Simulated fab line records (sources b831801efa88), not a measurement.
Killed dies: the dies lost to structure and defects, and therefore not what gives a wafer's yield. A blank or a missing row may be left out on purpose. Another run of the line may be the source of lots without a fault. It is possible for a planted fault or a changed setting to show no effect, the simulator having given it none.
Which tool did it? / flow sky130 / 24 lots, 72 wafers sampled, at 4 steps of a route of 708

## WHAT THE GAUGES SHOWED, per wafer
SKY_FIELD_ISO_THK_MEAS_25. Usual: FIELD_ISO_CVD_24_THK typically reads 597 nm, with standard deviation 6.4.
lot=L074; measured=day 2 10:59; on=film metro-04; FIELD_ISO_CVD_24_THK (nm)=591 596 582; flag=
lot=L075; measured=day 2 16:39; on=film metro-03; FIELD_ISO_CVD_24_THK (nm)=592 596 582; flag=
lot=L076; measured=day 2 17:47; on=film metro-02; FIELD_ISO_CVD_24_THK (nm)=587 595 592; flag=
lot=L077; measured=day 3 03:41; on=film metro-02; FIELD_ISO_CVD_24_THK (nm)=593 590 590; flag=
lot=L078; measured=day 3 04:53; on=film metro-04; FIELD_ISO_CVD_24_THK (nm)=592 597 598; flag=
lot=L079; measured=day 3 11:28; on=film metro-04; FIELD_ISO_CVD_24_THK (nm)=595 593 602; flag=
lot=L080; measured=day 3 14:20; on=film metro-03; FIELD_ISO_CVD_24_THK (nm)=598 595 599; flag=
lot=L081; measured=day 3 21:31; on=film metro-03; FIELD_ISO_CVD_24_THK (nm)=609 600 601; flag=
lot=L082; measured=day 4 00:23; on=film metro-04; FIELD_ISO_CVD_24_THK (nm)=605 600 591; flag=
lot=L083; measured=day 4 04:43; on=film metro-04; FIELD_ISO_CVD_24_THK (nm)=601 606 605; flag=
lot=L084; measured=day 4 12:48; on=film metro-04; FIELD_ISO_CVD_24_THK (nm)=596 608 602; flag=
lot=L085; measured=day 4 17:23; on=film metro-04; FIELD_ISO_CVD_24_THK (nm)=596 601 598; flag=
lot=L086; measured=day 4 21:24; on=film metro-02; FIELD_ISO_CVD_24_THK (nm)=613 613 619; flag=
lot=L087; measured=day 5 02:50; on=film metro-02; FIELD_ISO_CVD_24_THK (nm)=595 598 599; flag=
lot=L088; measured=day 5 09:37; on=film metro-03; FIELD_ISO_CVD_24_THK (nm)=589 597 588; flag=
lot=L089; measured=day 5 14:47; on=film metro-03; FIELD_ISO_CVD_24_THK (nm)=591 597 601; flag=
lot=L090; measured=day 5 22:15; on=film metro-02; FIELD_ISO_CVD_24_THK (nm)=587 592 588; flag=
lot=L091; measured=day 5 23:26; on=film metro-02; FIELD_ISO_CVD_24_THK (nm)=593 602 598; flag=
lot=L092; measured=day 6 10:07; on=film metro-02; FIELD_ISO_CVD_24_THK (nm)=598 601 606; flag=
lot=L093; measured=day 6 10:26; on=film metro-03; FIELD_ISO_CVD_24_THK (nm)=596 594 603; flag=
lot=L094; measured=day 6 17:05; on=film metro-02; FIELD_ISO_CVD_24_THK (nm)=591 585 588; flag=
lot=L095; measured=day 6 20:19; on=film metro-02; FIELD_ISO_CVD_24_THK (nm)=594 601 595; flag=
lot=L096; measured=day 7 02:09; on=film metro-03; FIELD_ISO_CVD_24_THK (nm)=597 595 604; flag=
lot=L097; measured=day 7 06:47; on=film metro-04; FIELD_ISO_CVD_24_THK (nm)=602 604 605; flag=

SKY_SONOS_ONO_THK_MEAS_01. Usual: SONOS_ONO_OXIDATION_THK typically reads 2.60 nm, with standard deviation 0.05.
lot=L074; measured=day 11 20:59; on=film metro-02; SONOS_ONO_OXIDATION_THK (nm)=2.67 2.65 2.56; flag=
lot=L075; measured=day 12 04:55; on=film metro-02; SONOS_ONO_OXIDATION_THK (nm)=2.50 2.57 2.46; flag=
lot=L076; measured=day 12 06:47; on=film metro-04; SONOS_ONO_OXIDATION_THK (nm)=2.58 2.57 2.63; flag=
lot=L077; measured=day 12 23:38; on=film metro-04; SONOS_ONO_OXIDATION_THK (nm)=2.61 2.59 2.62; flag=
lot=L078; measured=day 12 23:40; on=film metro-02; SONOS_ONO_OXIDATION_THK (nm)=2.58 2.56 2.56; flag=
lot=L079; measured=day 13 08:50; on=film metro-03; SONOS_ONO_OXIDATION_THK (nm)=2.61 2.63 2.66; flag=
lot=L080; measured=day 13 12:53; on=film metro-02; SONOS_ONO_OXIDATION_THK (nm)=2.64 2.64 2.58; flag=
lot=L081; measured=day 13 23:02; on=film metro-03; SONOS_ONO_OXIDATION_THK (nm)=2.69 2.60 2.55; flag=
lot=L082; measured=day 14 03:38; on=film metro-03; SONOS_ONO_OXIDATION_THK (nm)=2.61 2.55 2.55; flag=
lot=L083; measured=day 14 13:32; on=film metro-02; SONOS_ONO_OXIDATION_THK (nm)=2.62 2.62 2.58; flag=
lot=L084; measured=day 15 00:20; on=film metro-04; SONOS_ONO_OXIDATION_THK (nm)=2.66 2.55 2.63; flag=
lot=L085; measured=day 15 07:25; on=film metro-03; SONOS_ONO_OXIDATION_THK (nm)=2.64 2.60 2.60; flag=
lot=L086; measured=day 15 15:58; on=film metro-02; SONOS_ONO_OXIDATION_THK (nm)=2.60 2.66 2.67; flag=
lot=L087; measured=day 15 21:34; on=film metro-02; SONOS_ONO_OXIDATION_THK (nm)=2.55 2.64 2.62; flag=
lot=L088; measured=day 16 05:29; on=film metro-04; SONOS_ONO_OXIDATION_THK (nm)=2.62 2.58 2.58; flag=
lot=L089; measured=day 16 12:56; on=film metro-03; SONOS_ONO_OXIDATION_THK (nm)=2.56 2.54 2.58; flag=
lot=L090; measured=day 17 05:40; on=film metro-02; SONOS_ONO_OXIDATION_THK (nm)=2.54 2.55 2.58; flag=
lot=L091; measured=day 17 08:12; on=film metro-02; SONOS_ONO_OXIDATION_THK (nm)=2.55 2.52 2.58; flag=
lot=L092; measured=day 18 00:28; on=film metro-04; SONOS_ONO_OXIDATION_THK (nm)=2.56 2.55 2.64; flag=
lot=L093; measured=day 17 21:43; on=film metro-02; SONOS_ONO_OXIDATION_THK (nm)=2.63 2.64 2.69; flag=
lot=L094; measured=day 18 05:59; on=film metro-03; SONOS_ONO_OXIDATION_THK (nm)=2.64 2.62 2.60; flag=
lot=L095; measured=day 18 07:34; on=film metro-03; SONOS_ONO_OXIDATION_THK (nm)=2.51 2.59 2.62; flag=
lot=L096; measured=day 18 21:49; on=film metro-03; SONOS_ONO_OXIDATION_THK (nm)=2.63 2.70 2.63; flag=
lot=L097; measured=day 19 03:18; on=film metro-04; SONOS_ONO_OXIDATION_THK (nm)=2.67 2.62 2.70; flag=

SKY_LDD_P_OVL_MEAS_08. Usual: LDD_P_OVL typically reads 0.7 nm, with standard deviation 1.3.
lot=L074; measured=day 19 07:07; on=overlay-02; LDD_P_OVL (nm)=-0.2 -2.6 0.0; flag=
lot=L075; measured=day 19 18:47; on=overlay-01; LDD_P_OVL (nm)=-0.1 -0.1 -0.6; flag=
lot=L076; measured=day 20 06:37; on=overlay-01; LDD_P_OVL (nm)=1.6 1.4 0.1; flag=
lot=L077; measured=day 20 16:28; on=overlay-01; LDD_P_OVL (nm)=0.1 1.3 0.4; flag=
lot=L078; measured=day 20 15:38; on=overlay-01; LDD_P_OVL (nm)=1.8 2.5 1.2; flag=
lot=L079; measured=day 21 03:28; on=overlay-02; LDD_P_OVL (nm)=-0.2 -1.6 0.1; flag=
lot=L080; measured=day 21 06:55; on=overlay-01; LDD_P_OVL (nm)=-0.7 0.3 -0.2; flag=
lot=L081; measured=day 21 18:46; on=overlay-02; LDD_P_OVL (nm)=0.4 3.0 1.8; flag=
lot=L082; measured=day 21 21:11; on=overlay-02; LDD_P_OVL (nm)=0.9 0.8 2.0; flag=
lot=L083; measured=day 22 11:43; on=overlay-02; LDD_P_OVL (nm)=-1.6 -0.7 2.1; flag=
lot=L084; measured=day 23 04:31; on=overlay-02; LDD_P_OVL (nm)=2.3 1.3 1.3; flag=
lot=L085; measured=day 23 11:05; on=overlay-01; LDD_P_OVL (nm)=2.3 0.0 1.0; flag=
lot=L086; measured=day 23 15:16; on=overlay-02; LDD_P_OVL (nm)=-0.4 1.6 1.6; flag=
lot=L087; measured=day 24 09:10; on=overlay-02; LDD_P_OVL (nm)=0.9 2.3 0.5; flag=
lot=L088; measured=day 24 12:25; on=overlay-01; LDD_P_OVL (nm)=2.9 2.5 0.8; flag=
lot=L089; measured=day 24 15:49; on=overlay-01; LDD_P_OVL (nm)=2.4 0.9 0.4; flag=
lot=L090; measured=day 25 09:40; on=overlay-02; LDD_P_OVL (nm)=0.7 1.8 -1.6; flag=
lot=L091; measured=day 25 12:14; on=overlay-02; LDD_P_OVL (nm)=2.2 2.5 2.8; flag=
lot=L092; measured=day 26 04:25; on=overlay-02; LDD_P_OVL (nm)=-0.1 0.4 -1.2; flag=
lot=L093; measured=day 26 01:25; on=overlay-02; LDD_P_OVL (nm)=-1.1 -2.4 -0.6; flag=
lot=L094; measured=day 26 06:40; on=overlay-01; LDD_P_OVL (nm)=1.2 1.9 0.7; flag=
lot=L095; measured=day 26 09:58; on=overlay-02; LDD_P_OVL (nm)=-0.8 0.8 0.6; flag=
lot=L096; measured=day 26 23:02; on=overlay-01; LDD_P_OVL (nm)=-0.4 2.1 -1.2; flag=
lot=L097; measured=day 27 06:10; on=overlay-01; LDD_P_OVL (nm)=0.2 1.1 0.5; flag=

SKY_LDD_P_TW_MEAS_11. Usual: LDD_P_TW typically reads 635, with standard deviation 7.2.
lot=L074; measured=day 19 07:25; on=film metro-02; LDD_P_TW=630 630 631; flag=
lot=L075; measured=day 19 19:04; on=film metro-01; LDD_P_TW=631 630 629; flag=
lot=L076; measured=day 20 06:55; on=film metro-04; LDD_P_TW=643 644 641; flag=
lot=L077; measured=day 20 16:46; on=film metro-04; LDD_P_TW=643 643 641; flag=
lot=L078; measured=day 20 15:56; on=film metro-02; LDD_P_TW=627 630 627; flag=
lot=L079; measured=day 21 03:46; on=film metro-04; LDD_P_TW=645 639 644; flag=
lot=L080; measured=day 21 07:12; on=film metro-02; LDD_P_TW=633 631 631; flag=
lot=L081; measured=day 21 19:04; on=film metro-04; LDD_P_TW=640 642 641; flag=
lot=L082; measured=day 21 21:28; on=film metro-04; LDD_P_TW=643 642 641; flag=
lot=L083; measured=day 22 12:00; on=film metro-04; LDD_P_TW=639 638 643; flag=
lot=L084; measured=day 23 04:54; on=film metro-01; LDD_P_TW=624 625 625; flag=
lot=L085; measured=day 23 11:22; on=film metro-04; LDD_P_TW=646 642 642; flag=
lot=L086; measured=day 23 15:34; on=film metro-01; LDD_P_TW=626 633 629; flag=
lot=L087; measured=day 24 09:27; on=film metro-02; LDD_P_TW=628 629 630; flag=
lot=L088; measured=day 24 12:43; on=film metro-04; LDD_P_TW=644 647 647; flag=
lot=L089; measured=day 24 16:06; on=film metro-04; LDD_P_TW=641 643 644; flag=
lot=L090; measured=day 25 09:58; on=film metro-01; LDD_P_TW=630 624 630; flag=
lot=L091; measured=day 25 12:31; on=film metro-01; LDD_P_TW=627 627 626; flag=
lot=L092; measured=day 26 04:43; on=film metro-01; LDD_P_TW=630 629 630; flag=
lot=L093; measured=day 26 01:43; on=film metro-02; LDD_P_TW=628 630 624; flag=
lot=L094; measured=day 26 06:58; on=film metro-01; LDD_P_TW=626 629 629; flag=
lot=L095; measured=day 26 10:15; on=film metro-02; LDD_P_TW=627 625 628; flag=
lot=L096; measured=day 26 23:19; on=film metro-04; LDD_P_TW=643 643 640; flag=
lot=L097; measured=day 27 06:28; on=film metro-04; LDD_P_TW=643 644 644; flag=

## WHICH TOOL RAN EACH LOT (tool, then ch and the chambers of the sampled wafers, then the start)
No process step before these readings appears in the record.

## WHAT THE TOOLS THEMSELVES READ (means of the sampled wafers that have a number; where no wafer has one, the mark that the record gives instead)
The record holds no such reading with a usual standard deviation.

## THE ANSWER, worked out from the rows above alone
Rule: a lot counts as off when the mean over its wafers that have a number is more than 3 standard deviations away from the usual mean. A lot without any number at a reading at which 4 lots or more have one is off too. The other lots that the step has rows for count as sound. After the gauges, taken in route order, come the tools' own readings; for these a lot's mean is taken, as printed above. At the first step where some lot is off, the reading lying furthest off is the one used; lots without a number count as furthest.
None of the lots is off at any reading shown; this tells nothing.

## WHAT HAD BEEN PUT IN BY THE SIMULATOR
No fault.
